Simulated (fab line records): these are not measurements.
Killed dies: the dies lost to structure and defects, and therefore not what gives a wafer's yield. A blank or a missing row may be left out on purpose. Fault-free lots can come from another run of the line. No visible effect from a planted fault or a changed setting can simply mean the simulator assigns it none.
2 desks looking at one fault :: flow gf180mcu :: each desk holds nothing but its own numbers, with what lay behind them at the end

THE TOOL OWNER'S DESK: wetBench-02
The tool's own readings at GF_CONTACT_CLEAN_21 (cleans in dHF, time 20 s): means of the sampled wafers that have a number, for each lot that ran on this tool. The brackets show how far a lot's mean lies from the usual mean; more than 4 standard deviations puts the lot out of limits, marked OUT.
Columns: A = runLengthS at GF_CONTACT_CLEAN_21, usual 47.3 s
lot: L236
first seen here: day 17 06:33
A: 46.1

lot: L238
first seen here: day 17 19:28
A: 47.3

lot: L239
first seen here: day 18 00:49
A: 46.3

lot: L240
first seen here: day 18 04:16
A: 45.9

lot: L248
first seen here: day 21 07:40
A: 36.2 (-7.4) OUT

lot: L249
first seen here: day 21 14:07
A: 35.3 (-8.0) OUT
This desk's finding: out of limits on L248, L249; first on L248, day 21 07:40 (runLengthS at GF_CONTACT_CLEAN_21). L236, L238, L239, L240: within limits.

THE METROLOGY DESK
What the gauges read for every lot (on any tool): the sampled wafers with a number, averaged. The brackets show how far a lot's mean lies from the usual mean; more than 4 standard deviations puts the lot out of limits, marked OUT.
Columns: A = CONTACT_BOW at GF_CONTACT_BOW_MEAS_05, usual 66 um; B = CONTACT_OVL at GF_CONTACT_OVL_MEAS_15, usual -2 nm
lot: L235
first seen here: day 15 12:07
A: 72
B: -1

lot: L236
first seen here: day 16 07:33
A: 64
B: -3

lot: L237
first seen here: day 16 17:07
A: 62
B: 7

lot: L238
first seen here: day 16 18:56
A: 64
B: -6

lot: L239
first seen here: day 17 01:14
A: 58
B: -8

lot: L240
first seen here: day 17 04:49
A: 62
B: -7

lot: L247
first seen here: day 19 23:23
A: 61
B: -0

lot: L248
first seen here: day 20 07:13
A: 64
B: -1

lot: L249
first seen here: day 20 13:20
A: 65
B: 3

lot: L250
first seen here: day 21 03:40
A: 74
B: -5

lot: L252
first seen here: day 21 21:38
A: 66
B: -1

lot: L253
first seen here: day 22 04:16
A: 58
B: 3

lot: L254
first seen here: day 22 10:38
A: 74
B: -8

lot: L255
first seen here: day 22 15:57
A: 66
B: -6
This desk found nothing out of limits on any of the 14 lots.

TAKEN TOGETHER
The tool owner's desk had the chance to raise an alarm at day 21 07:40 on L248, L249.
Metrology desk: nothing out of limits seen.
The metrology desk holds a record of L248, L249, inside its limits.
Every lot named ran GF_CONTACT_CLEAN_21 on wetBench-02.

WHAT THE SIMULATOR HAD INSERTED
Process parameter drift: wetBench-02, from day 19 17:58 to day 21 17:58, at GF_CONTACT_CLEAN_21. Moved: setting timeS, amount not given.
Struck lots among those shown: L248, L249.
How many hours passed from the start of the fault until each desk's first out-of-limits reading: the tool owner's desk, 38.
